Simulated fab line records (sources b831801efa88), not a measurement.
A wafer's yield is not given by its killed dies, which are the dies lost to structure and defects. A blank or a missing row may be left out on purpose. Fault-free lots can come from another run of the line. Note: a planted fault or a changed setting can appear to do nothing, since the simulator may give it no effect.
Matching of chambers ; flow sky130 ; SKY_CONTACT_ETCH_16 on rie_diel-01 has 4 sister chambers
The step etches BARC in N2/H2, stops on SiO2, time 45.9 s, target depth 60 nm. 18 wafers are shown with their chamber, then 9 later ones without.

## WAFERS WITH THEIR CHAMBER
wafer;chamber;throttle_valve_pct (%);n2_flow_sccm (sccm);oes_product_au (a.u.)
L075.1;0;13.221;99.97;0.850
L075.2;2;13.213;100.24;0.851
L075.6;0;13.232;100.44;0.853
L077.1;1;13.225;100.38;0.860
L077.4;0;13.223;99.51;0.854
L077.6;3;13.217;99.91;0.855
L081.1;0;13.232;99.55;0.855
L081.4;1;13.218;100.67;0.855
L081.6;1;13.235;99.96;0.848
L083.2;3;13.231;99.83;0.861
L083.4;1;13.228;100.09;0.857
L083.6;2;13.225;99.96;0.860
L088.1;3;13.222;100.11;0.857
L088.3;1;13.216;100.01;0.854
L088.4;0;13.233;99.70;0.863
L091.1;3;13.213;100.34;0.851
L091.3;1;13.227;99.52;0.850
L091.6;3;13.233;100.20;0.851

SIGNATURES (means of the wafers above)
reading;chamber 0;chamber 1;chamber 2;chamber 3;scatter within a chamber
throttle_valve_pct;13.22820;13.22483;13.21900;13.22320;0.0073
n2_flow_sccm;99.8340;100.1050;100.1000;100.0780;0.335
oes_product_au;0.85500;0.85400;0.85550;0.85500;0.00466
Rule: a wafer's distance from a chamber is the root of the sum, over the readings, of the square of ((its reading less the chamber's mean) divided by the reading's scatter). If the next closest chamber is less than 2 further off than the closest, the wafer can't be placed; otherwise it belongs to the closest. How the scatter is found: for the shown wafers, subtract from each reading the mean of its chamber, square and add these, divide the total by (wafers less chambers), then take the root.

## WAFERS WITHOUT THEIR CHAMBER
wafer;throttle_valve_pct (%);n2_flow_sccm (sccm);oes_product_au (a.u.)
L092.4;13.225;99.61;0.847
L092.5;13.245;99.66;0.856
L092.6;13.238;100.55;0.855
L093.3;13.232;99.80;0.855
L093.4;13.228;100.20;0.853
L093.6;13.212;99.97;0.855
L095.1;13.229;99.85;0.851
L095.4;13.225;100.17;0.849
L095.6;13.217;99.85;0.844

## THE CHAMBER EACH PASSED THROUGH
wafer;from the rows above;in truth
L092.4;can't be placed: 0 or 1 or 3 or 2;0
L092.5;can't be placed: 0 or 1 or 3 or 2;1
L092.6;can't be placed: 1 or 3 or 0 or 2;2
L093.3;can't be placed: 0 or 1 or 3 or 2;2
L093.4;can't be placed: 1 or 3 or 0 or 2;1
L093.6;can't be placed: 2 or 3 or 1 or 0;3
L095.1;can't be placed: 0 or 1 or 3 or 2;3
L095.4;can't be placed: 1 or 3 or 2 or 0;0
L095.6;can't be placed: 1 or 2 or 3 or 0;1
Correct placement for 0 of the 9. From these rows, 9 cannot be placed; in 9 the true chamber is one of the candidates. Number placed wrongly: 0.
